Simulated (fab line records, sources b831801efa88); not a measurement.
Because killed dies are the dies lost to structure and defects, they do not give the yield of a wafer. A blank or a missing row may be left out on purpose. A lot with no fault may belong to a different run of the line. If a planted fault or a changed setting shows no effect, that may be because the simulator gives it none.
Chamber matching    flow sky130    SKY_VIA3_CMP_02 on cmp-01: 4 sister chambers
The step polishes SiO2. 4 wafers are shown with their chamber, then 11 later ones without.

## WAFERS, EACH WITH ITS CHAMBER
wafer   chamber  motor_current_A (A)
L088.4  2        12.9
L094.2  3        8.9
L094.5  0        13.3
L093.1  1        11.8

## WAFERS MISSING THEIR CHAMBER
wafer   motor_current_A (A)
L093.2  13.1
L093.6  11.4
L095.1  13.8
L095.3  9.6
L095.5  13.2
L096.1  10.6
L096.5  12.9
L096.6  9.9
L097.2  13.4
L097.3  11.6
L097.4  12.8

## THE CHAMBER EACH PASSED THROUGH
wafer   from the rows above           in truth
L093.2  can't be placed: 2 or 0 or 1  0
L093.6  can't be placed: 1 or 2       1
L095.1  can't be placed: 0 or 2       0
L095.3  3                             3
L095.5  can't be placed: 0 or 2       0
L096.1  can't be placed: 1 or 3 or 2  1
L096.5  can't be placed: 2 or 0 or 1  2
L096.6  can't be placed: 3 or 1       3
L097.2  can't be placed: 0 or 2       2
L097.3  can't be placed: 1 or 2       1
L097.4  can't be placed: 2 or 0 or 1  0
1 of 11 placed correctly. Not placeable from these rows: 10 (in 10, the candidates include the true chamber). Number placed wrongly: 0.
How it was worked out, from the rows above alone: a wafer's distance from a chamber is the root of the sum, over the readings, of the square of ((its reading less the chamber's mean) divided by the reading's scatter). If the next closest chamber is less than 2 further off than the closest, the wafer can't be placed; otherwise it belongs to the closest. For every chamber, the mean is computed from those of its wafers that are shown. The scatter (one wafer shown for each chamber): square how far every hidden wafer sits from the nearest shown wafer, average those squares and take the square root.
